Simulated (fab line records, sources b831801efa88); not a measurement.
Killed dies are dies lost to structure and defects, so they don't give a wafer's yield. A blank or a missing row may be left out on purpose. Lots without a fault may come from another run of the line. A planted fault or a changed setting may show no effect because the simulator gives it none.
Problem report in the 8D (eight disciplines) form, filled by code | flow sfq_line | the parts of the form that need people (team, actions taken, sign-off) are left out

1. THE PROBLEM
rf_fwd_power_W at SFQ_TRILAYER_M2_BARC_OPEN_METAL_ETCH_077 reads a mean of 687 W on 5 wafers of 3 lots; wafers without a fault read 592 W with a standard deviation of 3.2. That is +30 standard deviations from the usual mean.
The step: etches BARC in O2, target depth 125 nm, time 41.7 s.
First seen on wafer L448.2, day 47 13:53, on rie_metal-03. The record holds 21 wafers of 7 lots with a number at this step. Rule for "out", or "out of limits": more than 4 standard deviations from the usual mean. The other wafers with a number count as sound.

2. WHAT IT IS AND WHAT IT IS NOT
question                    | is                                     | is not
which readings at this step | rf_fwd_power_W                         | drypump_motor_current_A, oes_product_au
which lots                  | L448, L449, L450                       | L437, L438, L451, L455
which wafers of those lots  | L448.2, L448.4, L449.1, L450.2, L450.6 | L448.1, L449.2, L449.6, L450.5
read on which tools         | rie_metal-03                           | rie_metal-02, rie_metal-04
when                        | from day 47 13:53                      | up to then (7 sound wafers); but 9 sound wafers of L449, L450, L451, L455 came after

3. SUSPECTS, AND WHAT RULES EACH OUT
Counting: a tool at a process step up to the reading stays a suspect if it ran every lot that is out. Sound lots after the first of them don't rule it out here, since some wafers of a struck lot are sound.
- rie_metal-03 at SFQ_TRILAYER_M2_BARC_OPEN_METAL_ETCH_077 (etches BARC in O2, target depth 125 nm, time 41.7 s): kept. It ran every lot that is out, first L448 (day 47 13:53); its last sound lot up to then is L438 (day 42 16:49). Its own readings are out on those wafers: rf_fwd_power_W.
- Within rie_metal-03 at SFQ_TRILAYER_M2_BARC_OPEN_METAL_ETCH_077: the wafers that are out ran in chamber 1; their sound lot-mates ran in chamber 0.
Left after counting: rie_metal-03 at SFQ_TRILAYER_M2_BARC_OPEN_METAL_ETCH_077.

4. THE CAUSE (what the simulator had put in)
Process parameter drift: rie_metal-03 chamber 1, from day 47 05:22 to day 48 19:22, at SFQ_TRILAYER_M2_BARC_OPEN_METAL_ETCH_077. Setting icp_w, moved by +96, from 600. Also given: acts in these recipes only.
Counting left only this tool.

5. THE CHAIN OF EFFECTS, in route order
Each row: a reading whose mean over the struck wafers that have a number lies more than 3 standard deviations from the usual. Only readings for which the record gives a usual standard deviation are gone through. hours: the time from each lot's start at the first step in this table that gives one to its start at this step, as a median over the lots. sigmas: the change in usual standard deviations.
hours | step                                     | reading        | usual | on struck wafers | change | sigmas
0     | SFQ_TRILAYER_M2_BARC_OPEN_METAL_ETCH_077 | rf_fwd_power_W | 592 W | 687              | +95    | +30
The process steps in it:
- SFQ_TRILAYER_M2_BARC_OPEN_METAL_ETCH_077: etches BARC in O2, target depth 125 nm, time 41.7 s.

6. WHAT WOULD HAVE CAUGHT IT SOONER
In this record the first reading out of limits was taken at day 47 13:53, 9 hours after the fault began at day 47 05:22.
